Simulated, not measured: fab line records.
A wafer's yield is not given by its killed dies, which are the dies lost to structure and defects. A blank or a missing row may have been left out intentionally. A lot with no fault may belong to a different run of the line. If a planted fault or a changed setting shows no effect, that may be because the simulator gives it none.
The same fault as seen by 2 desks    flow sky130    what lay behind the numbers comes last; until then each desk has only its own

AT THE TOOL OWNER'S DESK: lpcvd-02
The tool's own readings at SKY_SONOS_ONO_CVD_02 (deposits Si3N4 from DCS/NH3, target thk 10.5 nm, time 180 s): means of the sampled wafers that have a number, for each lot that ran on this tool. Marked OUT: a lot whose mean sits more than 4 standard deviations from the usual mean, which makes it out of limits; the brackets give that distance. It has 10 readings, of which 7 appear: the earliest out of limits, and the ones furthest out on some lot.
Columns: A = spike-tc-bottom-C at SKY_SONOS_ONO_CVD_02, usual 788.0 C; B = spike-tc-centre-C at SKY_SONOS_ONO_CVD_02, usual 770.6 C; C = spike-tc-lower-C at SKY_SONOS_ONO_CVD_02, usual 770.2 C; D = spike-tc-top-C at SKY_SONOS_ONO_CVD_02, usual 782.7 C; E = spike-tc-upper-C at SKY_SONOS_ONO_CVD_02, usual 769.8 C; F = susceptor-temp-C at SKY_SONOS_ONO_CVD_02, usual 770.0 C; G = zone-power-upper-pct at SKY_SONOS_ONO_CVD_02, usual 13.08 %
lot   first seen here  A                B                C                D                E                F                G
L681  day 11 08:47     788.6            770.7            770.5            785.5            769.6            770.4            12.95
L682  day 11 23:35     788.6            770.9            770.2            782.6            769.1            770.0            13.20
L684  day 12 11:35     788.3            771.7            769.7            783.7            771.0            770.1            13.13
L685  day 12 17:13     787.1            770.5            768.7            780.6            769.2            770.2            13.10
L686  day 13 06:50     788.5            770.2            770.6            784.6            769.9            769.9            13.08
L688  day 13 21:08     789.0            771.7            770.9            783.3            768.5            770.2            13.14
L689  day 14 06:49     789.5            770.7            770.7            784.8            770.4            769.6            13.17
L690  day 14 06:49     789.4            770.1            770.5            783.7            771.1            769.9            13.16
L693  day 15 10:29     810.4 (+14) OUT  792.6 (+22) OUT  792.4 (+20) OUT  806.1 (+12) OUT  791.5 (+24) OUT  791.6 (+64) OUT  13.81 (+5.6) OUT
L702  day 18 10:51     789.3            771.2            771.2            784.8            769.7            769.8            13.09
L703  day 18 22:45     788.7            771.8            769.7            784.6            770.5            770.3            13.04
L704  day 19 08:07     786.2            770.1            769.0            780.0            770.1            770.1            12.90
This desk's finding: out of limits on L693; first on L693, day 15 10:29 (spike-tc-bottom-C at SKY_SONOS_ONO_CVD_02). L681, L682, L684, L685, L686, L688, L689, L690, L702, L703, L704: within limits.

FROM THE METROLOGY DESK
Means of the sampled wafers that have a number, per lot and without regard to the tool the lot ran on: this is what the gauges read. Marked OUT: a lot whose mean sits more than 4 standard deviations from the usual mean, which makes it out of limits; the brackets give that distance.
Columns: A = DNWELL_TW at SKY_DNWELL_TW_MEAS_09, usual 1101; B = NWELL_00_OVL at SKY_NWELL_OVL_MEAS_10, usual -1.7 nm; C = SONOS_ONO_CVD_02_THK at SKY_SONOS_ONO_THK_MEAS_03, usual 10.46 nm; D = SONOS_ONO_OVL at SKY_SONOS_ONO_OVL_MEAS_14, usual 0.9 nm
lot   first seen here  A     B     C                D
L681  day 3 02:23      1104  -0.5  10.59            1.0
L682  day 3 13:03      1088  0.9   10.50            0.4
L684  day 3 19:50      1110  -1.3  10.47            1.1
L685  day 4 01:46      1105  -2.1  10.44            1.9
L686  day 4 09:26      1106  -1.4  10.38            0.3
L688  day 4 17:20      1110  0.3   10.35            0.4
L689  day 4 22:37      1116  -2.4  10.66            2.4
L690  day 5 01:13      1116  -1.7  10.45            2.0
L693  day 5 17:53      1109  -2.6  15.88 (+42) OUT  -0.7
L702  day 7 20:07      1096  -2.9  10.55            0.1
L703  day 8 05:31      1087  -2.8  10.57            1.3
L704  day 8 11:37      1092  -1.2  10.37            1.0
This desk's finding: out of limits on L693; first on L693, day 15 12:04 (SONOS_ONO_CVD_02_THK at SKY_SONOS_ONO_THK_MEAS_03). L681, L682, L684, L685, L686, L688, L689, L690, L702, L703, L704: within limits.

PUT TOGETHER
At day 15 10:29, on L693, the tool owner's desk was in a position to raise an alarm.
The metrology desk could have raised an alarm at day 15 12:04, on L693.
Of the lots named, all ran SKY_SONOS_ONO_CVD_02 on lpcvd-02.

WHAT THE SIMULATOR HAD INSERTED
lpcvd-02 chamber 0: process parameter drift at SKY_SONOS_ONO_CVD_02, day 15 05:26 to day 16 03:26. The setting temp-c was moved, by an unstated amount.
Shown lots that were struck: L693.
Delay (hours) between the fault's onset and each desk's first out-of-limits reading: 5 at the tool owner's desk, 7 at the metrology desk.
